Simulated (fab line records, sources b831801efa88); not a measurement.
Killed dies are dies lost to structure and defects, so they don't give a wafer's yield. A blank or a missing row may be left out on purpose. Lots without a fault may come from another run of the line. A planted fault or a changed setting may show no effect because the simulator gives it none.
fab line records | flow sky130
record lots=7 wafers=21 last_day=49
route steps=708 shown VIA1@467
lots that met no fault: from a run of the same line without faults
start_h: hours from the record's first day to the start of the lot's first wafer shown | wait_h: hours since the lot's step before | " the same as in the row above | L1.1+2: a row that stands for several wafers | - no value, or no start given | * or withheld: withheld | < > ~ a bound
route shown NAME@n: a module of which the file shows steps, and the number in the route of the first | usual: mean/standard deviation of fault-free wafers | same: alike in all rows | chamber/n: place in a boat | sites: the reading at each site | _std_site: their standard deviation | _edge_site: outer sites' mean less inner sites' | radius_mm: how far each site lies from the wafer's centre | mask NAME#n: copy n | behind: the tool/chamber that last shaped the wafer | hold: why the lot was held/for how many hours/how that ended | device: the transistor (n, p or np) that didn't switch | end of line: the same wafers' tests at the end of the route | a step without rows: its recipe alone | killed: dies lost to structure and defects at the first sort, not the wafer's yield | map: a wafer's dies, x killed, . not, _ none there
set.NAME: the setting as run; set.NAME@STEP: as run at that earlier step | model.NAME: the simulator's own value behind a step, which no gauge read
lots at some steps of the route; a table a step, a row a wafer
services: from which hour (start_h, from the record's first day; less than 0 if before it) a tool's chamber was out of use, for how many hours, and why
## steps
# step SKY_VIA1_EXPOSE_09
# recipe mask_id=VIM na=0.8 source_shape=annular sigma_inner=0.55 sigma_outer=0.85 target_cd_nm=150 dose_mj=38
# step SKY_VIA1_PEB_10
# recipe peb_temp_c=withheld peb_time_s=withheld resist=KrF-thick
# step SKY_VIA1_DEVELOP_11
# recipe develop_time_s=60 resist=KrF-thick dev_temp_c=21
# step SKY_VIA1_CD_MEAS_12
# recipe target_cd_nm=150
# usual cd_nm=150.3/1.9
# columns lot.wafer tool chamber start_h wait_h cd_nm
L244.1 cd_sem-02 - 790.35 - 152.8
L244.3 " - " " 148.8
L244.6 " - " " 149.9
L247.1 cd_sem-01 - 821.07 - 150.4
L247.3 " - " " 148.0
L247.5 " - " " 147.1
L248.1 cd_sem-01 - 827.80 - 148.5
L248.2 " - " " 148.0
L248.4 " - " " 148.1
L250.1 cd_sem-01 - 838.47 - 147.4
L250.4 " - " " 147.9
L250.6 " - " " 146.6
L256.2 cd_sem-01 - 896.33 - 151.0
L256.3 " - " " 153.6
L256.4 " - " " 150.3
L261.2 cd_sem-01 - 924.49 - 153.4
L261.3 " - " " 154.3
L261.6 " - " " 152.2
L262.1 cd_sem-02 - 929.12 - 147.7
L262.2 " - " " 146.6
L262.3 " - " " 147.6
# step SKY_VIA1_OVL_MEAS_13
# usual VIA1_OVL=4/4.8
# columns lot.wafer tool chamber start_h wait_h VIA1_OVL[nm]
L244.1 overlay-02 - 790.47 0.1 1
L244.3 " - " " 3
L244.6 " - " " -2
L247.1 overlay-02 - 821.19 0.1 5
L247.3 " - " " 4
L247.5 " - " " 5
L248.1 overlay-01 - 827.92 0.1 1
L248.2 " - " " -5
L248.4 " - " " 1
L250.1 overlay-01 - 838.59 0.1 7
L250.4 " - " " 6
L250.6 " - " " 3
L256.2 overlay-02 - 896.43 0.1 3
L256.3 " - " " 10
L256.4 " - " " 0
L261.2 overlay-01 - 924.59 0.1 6
L261.3 " - " " 13
L261.6 " - " " 8
L262.1 overlay-01 - 929.24 0.1 4
L262.2 " - " " 12
L262.3 " - " " 6
# step SKY_VIA1_ETCH_14
# recipe chemistry=N2/H2 target=BARC ion_energy_ev=200 source_w=500 bias_w=100 pressure_mtorr=30 n2_flow_sccm=100 h2_flow_sccm=200 stop_on=SiO2 time_s=45.9 target_depth_a=600
# usual chamber_pressure_mTorr=30.002/0.028 drypump_motor_current_A=5.70/0.21 oes_product_au=0.854/0.0049 throttle_valve_pct=13.225/0.0096
# columns lot.wafer tool chamber start_h wait_h chamber_pressure_mTorr drypump_motor_current_A oes_product_au rf_hours_counter_h throttle_valve_pct
L244.1 rie_diel-04 2 790.51 0.0 29.967 5.48 0.854 11 13.225
L244.3 " 1 " " 29.986 5.67 0.856 2 13.242
L244.6 " 0 " " 30.023 5.76 0.856 - 13.225
L247.1 rie_diel-01 3 821.22 0.0 29.998 5.86 0.860 18 13.236
L247.3 " 0 " " 29.996 5.56 0.850 6 13.217
L247.5 " 2 " " 29.978 6.01 0.860 - 13.226
L248.1 rie_diel-01 3 827.96 0.0 30.036 5.85 0.849 18 13.214
L248.2 " 1 " " 29.986 5.76 0.861 15 13.239
L248.4 " 0 " " 29.988 5.58 0.853 6 13.234
L250.1 rie_diel-04 0 838.62 0.0 30.001 5.75 0.860 19 13.223
L250.4 " 2 " " 29.988 5.44 0.856 12 13.221
L250.6 " 0 " " 30.016 5.74 0.858 - 13.221
L256.2 rie_diel-04 0 896.46 0.0 29.974 5.76 0.841 22 13.213
L256.3 " 1 " " 29.952 5.67 0.847 6 13.216
L256.4 " 0 " " 29.992 5.76 0.852 - 13.213
L261.2 rie_diel-04 3 924.62 0.0 30.022 5.62 0.856 0 13.201
L261.3 " 2 " " 29.974 5.46 0.852 16 13.211
L261.6 " 2 " " 30.061 5.47 0.857 - 13.227
L262.1 rie_diel-04 1 929.27 0.0 29.990 5.68 0.856 7 13.231
L262.2 " 0 " " 30.034 5.76 0.862 23 13.222
L262.3 " 3 " " 30.030 5.63 0.854 1 13.229
# step SKY_VIA1_ETCH_15
# recipe target=SiO2 chemistry=C4F8/O2/Ar target_depth_nm=351 stop_on=TiN mask_material=KrF-thick source_w=1500 bias_w=1200 pressure_mtorr=40 c4f8_flow_sccm=withheld O2_flow_sccm=6 Ar_flow_sccm=300 time_s=54
# usual chamber_pressure_mTorr=40.00/0.037 oes_product_au=0.982/0.0071
# columns lot.wafer tool chamber start_h wait_h chamber_pressure_mTorr oes_product_au rf_hours_counter_h
L244.1 rie_diel-04 2 790.55 0.0 39.97 0.988 11
L244.3 " 1 " " 40.00 0.991 2
L244.6 " 0 " " 40.07 0.985 -
L247.1 rie_diel-01 3 821.26 0.0 39.91 0.979 18
L247.3 " 0 " " 39.98 0.991 6
L247.5 " 2 " " 39.98 0.980 -
L248.1 rie_diel-01 3 828.00 0.0 40.03 0.978 18
L248.2 " 1 " " 39.96 0.974 15
L248.4 " 0 " " 39.98 0.985 6
L250.1 rie_diel-04 0 838.66 0.0 39.93 0.990 19
L250.4 " 2 " " 40.03 0.981 12
L250.6 " 0 " " 39.97 0.991 -
L256.2 rie_diel-04 0 896.50 0.0 39.97 0.986 22
L256.3 " 1 " " 40.01 0.982 6
L256.4 " 0 " " 40.03 0.984 -
L261.2 rie_diel-04 3 924.67 0.0 40.01 0.965 0
L261.3 " 2 " " 40.00 0.976 16
L261.6 " 2 " " 40.11 0.981 -
L262.1 rie_diel-04 1 929.32 0.0 39.95 0.992 7
L262.2 " 0 " " 39.96 0.981 23
L262.3 " 3 " " 39.95 0.982 1
# step SKY_VIA1_STRIP_16
# recipe chemistry=O2/N2 power_w=1400 pressure_mtorr=1500 platen_temp_c=withheld o2_flow_sccm=3000 n2_flow_sccm=300 overash_fraction=0.5
# usual chamber_pressure_mTorr=1499.8/1.4 drypump_motor_current_A=5.7/0.34 oes_product_au=0.415/0.0052 strip_time_to_endpoint_s=4.44/0.032
# columns lot.wafer tool chamber start_h wait_h chamber_pressure_mTorr drypump_motor_current_A oes_product_au rf_hours_counter_h strip_time_to_endpoint_s
L244.1 plasma_asher-01 1 790.60 0.0 1500.8 5.4 0.415 66 4.41
L244.3 " 1 " " 1499.6 5.4 0.408 - 4.39
L244.6 " 1 " " 1501.0 5.4 0.410 - 4.43
L247.1 plasma_asher-04 0 821.31 0.0 1500.2 6.2 0.410 7 4.44
L247.3 " 1 " " 1499.3 5.8 0.417 - 4.45
L247.5 " 0 " " 1498.9 6.2 0.422 - 4.42
L248.1 plasma_asher-03 1 828.05 0.0 1500.3 5.1 0.423 37 4.44
L248.2 " 0 " " 1500.2 5.6 0.415 37 4.49
L248.4 " 0 " " 1499.0 5.6 0.415 - 4.43
L250.1 plasma_asher-01 0 838.71 0.0 1497.7 6.0 0.409 71 4.42
L250.4 " 0 " " 1498.3 6.0 0.413 - 4.37
L250.6 " 1 " " 1499.7 5.4 0.410 - 4.40
L256.2 plasma_asher-01 0 896.55 0.0 1500.1 6.0 0.415 77 4.45
L256.3 " 0 " " 1498.1 6.0 0.416 - 4.39
L256.4 " 1 " " 1499.5 5.4 0.409 - 4.43
L261.2 plasma_asher-03 1 924.71 0.0 1497.8 5.1 0.423 47 4.47
L261.3 " 0 " " 1500.1 5.7 0.414 - 4.43
L261.6 " 0 " " 1498.1 5.6 0.407 - 4.42
L262.1 plasma_asher-01 1 929.36 0.0 1499.0 5.4 0.411 80 4.39
L262.2 " 0 " " 1499.2 6.0 0.412 80 4.44
L262.3 " 1 " " 1501.4 5.4 0.413 - 4.45
# step SKY_VIA1_STRIP_17
# recipe chemistry=post_etch_residue_remover time_s=1200 temp_c=72.5
# step SKY_VIA1_CLEAN_18
# recipe chemistry=IPA time_s=180 temp_c=25
# step SKY_VIA1_CLEAN_19
# recipe chemistry=O3/DIW dry=n2_spin
# step SKY_VIA1_SPUTTER_20
# recipe material=TiN target_thk_nm=20 chamber_pressure_pa=5 power_w=4000 time_s=80
# usual chamber_pressure_pa=5.000/0.0096 throttle_valve_pct=30.9/0.58
# columns lot.wafer tool chamber start_h wait_h chamber_pressure_pa throttle_valve_pct
L244.1 pvd_sputter-02 - 791.19 0.0 5.014 30.8
L244.3 " - " " 5.010 31.0
L244.6 " - " " 4.998 30.8
L247.1 pvd_sputter-02 - 821.94 0.0 4.993 30.7
L247.3 " - " " 5.010 31.1
L247.5 " - " " 4.997 31.0
L248.1 pvd_sputter-02 - 828.65 0.0 4.997 31.0
L248.2 " - " " 4.999 31.5
L248.4 " - " " 5.003 30.9
L250.1 pvd_sputter-02 - 839.30 0.0 5.018 30.8
L250.4 " - " " 4.982 31.0
L250.6 " - " " 4.986 31.0
L256.2 pvd_sputter-01 - 897.14 0.0 5.013 30.3
L256.3 " - " " 5.006 31.3
L256.4 " - " " 4.993 30.4
L261.2 pvd_sputter-01 - 925.31 0.0 5.017 29.9
L261.3 " - " " 4.996 30.2
L261.6 " - " " 4.996 30.4
L262.1 pvd_sputter-02 - 929.98 0.0 5.001 30.9
L262.2 " - " " 5.003 31.0
L262.3 " - " " 5.011 31.1
# step SKY_VIA1_CVD_21
# recipe material=W target_thk_nm=270 time_s=80.902 temp_c=400 pressure_torr=40
# usual heater_power_w=849/65
# columns lot.wafer tool chamber start_h wait_h heater_power_w model.W_of_VIA1_CVD_21.thk_nm
L244.1 cvd_w-01 0 791.25 0.0 857 279.1
L244.3 " 0 " " 830 277
L244.6 " 0 " " 860 277
L247.1 cvd_w-02 1 822.00 0.0 957 248.1
L247.3 " 0 " " 777 248.4
L247.5 " 1 " " 938 249.6
L248.1 cvd_w-02 1 828.71 0.0 962 251.4
L248.2 " 0 " " 795 245.9
L248.4 " 0 " " 783 246.9
L250.1 cvd_w-02 0 839.36 0.0 816 245.7
L250.4 " 0 " " 809 245.8
L250.6 " 0 " " 793 245.2
L256.2 cvd_w-02 0 897.20 0.0 792 269.4
L256.3 " 0 " " 800 266.6
L256.4 " 1 " " 949 267.7
L261.2 cvd_w-02 0 925.38 0.0 749 264.3
L261.3 " 0 " " 730 265.7
L261.6 " 1 " " 920 266.7
L262.1 cvd_w-02 1 930.04 0.0 918 263.9
L262.2 " 0 " " 738 266.3
L262.3 " 1 " " 918 266.4
# step SKY_VIA1_RS_MEAS_22
# recipe thk_meas_gauge=four-point-probe reads=W_of_VIA1_CVD_21+TiN_of_VIA1_SPUTTER_20
# usual VIA1_W_RS=0.427/0.0079
# columns lot.wafer tool chamber start_h wait_h VIA1_W_RS[ohm/sq]
L244.1 film_metro-02 - 791.34 0.1 0.410
L244.3 " - " " 0.415
L244.6 " - " " 0.414
L247.1 film_metro-04 - 822.10 0.1 0.464
L247.3 " - " " 0.464
L247.5 " - " " 0.461
L248.1 film_metro-02 - 828.80 0.1 0.457
L248.2 " - " " 0.468
L248.4 " - " " 0.465
L250.1 film_metro-02 - 839.46 0.1 0.468
L250.4 " - " " 0.468
L250.6 " - " " 0.469
L256.2 film_metro-03 - 897.32 0.1 0.428
L256.3 " - " " 0.433
L256.4 " - " " 0.432
L261.2 film_metro-04 - 925.49 0.1 0.437
L261.3 " - " " 0.433
L261.6 " - " " 0.432
L262.1 film_metro-02 - 930.13 0.1 0.434
L262.2 " - " " 0.431
L262.3 " - " " 0.431
# step SKY_VIA1_THK_MEAS_23
# recipe thk_meas_gauge=xrf reads=W_of_VIA1_CVD_21
# usual VIA1_W_THK=268/5.3
# columns lot.wafer tool chamber start_h wait_h VIA1_W_THK[nm]
L244.1 film_metro-02 - 791.46 0.1 275
L244.3 " - " " 275
L244.6 " - " " 275
L247.1 film_metro-04 - 822.22 0.1 249
L247.3 " - " " 248
L247.5 " - " " 249
L248.1 film_metro-02 - 828.92 0.1 250
L248.2 " - " " 243
L248.4 " - " " 246
L250.1 film_metro-02 - 839.58 0.1 242
L250.4 " - " " 245
L250.6 " - " " 243
L256.2 film_metro-03 - 897.43 0.1 269
L256.3 " - " " 265
L256.4 " - " " 266
L261.2 film_metro-04 - 925.60 0.1 263
L261.3 " - " " 265
L261.6 " - " " 265
L262.1 film_metro-02 - 930.25 0.1 259
L262.2 " - " " 261
L262.3 " - " " 261
# step SKY_VIA1_CMP_24
# recipe stop_on=SiO2 t_overpolish_s=15 down_force_psi=3.5 platen_rpm=60 target_thk_nm=0 pad_velocity_m_s=0.94248
# usual motor_current_A=11.1/1.1 retaining_ring_pressure_frac=1.000/0.005
# columns lot.wafer tool chamber start_h wait_h motor_current_A retaining_ring_pressure_frac
L244.1 cmp-02 1 791.57 0.1 11.9 1.006
L244.3 " 2 " " 9.4 0.988
L244.6 " 1 " " 11.0 1.010
L247.3 cmp-02 3 822.33 0.1 12.9 1.000
L247.1 " 1 " " 11.4 0.996
L247.5 " 2 " " 9.3 1.006
L248.2 cmp-02 1 828.98 0.0 11.2 0.994
L248.4 " 2 " " 9.6 0.998
L248.1 " 0 " " 11.3 0.992
L250.4 cmp-01 2 839.74 0.1 12.3 1.001
L250.1 " 3 " " 10.6 0.996
L250.6 " 1 " " 10.8 0.996
L256.3 cmp-02 0 897.48 0.0 11.2 1.001
L256.4 " 1 " " 11.0 0.997
L256.2 " 2 " " 9.5 1.010
L261.2 cmp-01 3 925.65 0.0 10.5 1.000
L261.3 " 1 " " 10.1 0.998
L261.6 " 3 " " 11.1 0.999
L262.1 cmp-02 3 930.36 0.1 13.0 1.002
L262.3 " 0 " " 10.8 0.996
L262.2 " 1 " " 11.3 0.999
## services
# columns tool chamber start_h hours kind
rie_diel-04 3 775.70 3.2 repair
cmp-02 - 792.31 1.4 repair
rie_diel-01 3 793.16 11.3 repair
cvd_w-02 - 794.27 1.0 repair
cmp-02 - 797.71 2.0 repair
cvd_w-02 - 829.14 3.8 pm
rie_diel-04 2 842.70 3.6 repair
cmp-02 - 844.40 1.8 repair
rie_diel-04 2 849.95 2.7 repair
cmp-02 - 855.19 4.2 repair
cmp-02 - 859.43 3.9 pm
cmp-01 - 860.29 2.5 repair
cmp-01 - 872.59 1.9 repair
rie_diel-04 3 873.99 9.7 repair
cvd_w-02 - 884.72 1.4 repair
pvd_sputter-01 - 888.99 3.3 repair
pvd_sputter-01 - 899.16 1.0 repair
plasma_asher-01 - 901.07 0.8 repair
pvd_sputter-02 - 903.46 4.9 repair
cvd_w-02 - 904.00 14.0 pm
cmp-01 - 912.02 4.0 pm
plasma_asher-01 - 912.26 4.3 pm
pvd_sputter-02 - 912.67 2.7 repair
rie_diel-01 - 918.22 15.6 pm
## key
first_sign step=SKY_VIA1_RS_MEAS_22 reading=VIA1_W_RS direction=up sigmas=4.8 usual=0.427 struck=0.465
effect step=SKY_VIA1_THK_MEAS_23 reading=VIA1_W_THK direction=down sigmas=4.1 usual=268 struck=246
model_effect step=SKY_VIA1_CVD_21 value=W_of_VIA1_CVD_21.thk_nm without=266.1 struck=247.4
met_at SKY_VIA1_CVD_21
struck_wafers L247.1,L247.3,L247.5,L248.1,L248.2,L248.4,L250.1,L250.4,L250.6
sort_left_out L250.1,L250.4,L250.6
fault kind=process_parameter_drift tool=cvd_w-02 chamber=- onset_h=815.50 steps=SKY_VIA1_CVD_21 channel=target_thk_nm offset=-18.758 shape=step end_h=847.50 acts_in=these_recipes_only stated=270
# sort_left_out: the simulated sort isn't trusted on such a fault, so these wafers' sort isn't shown, and their yield isn't known
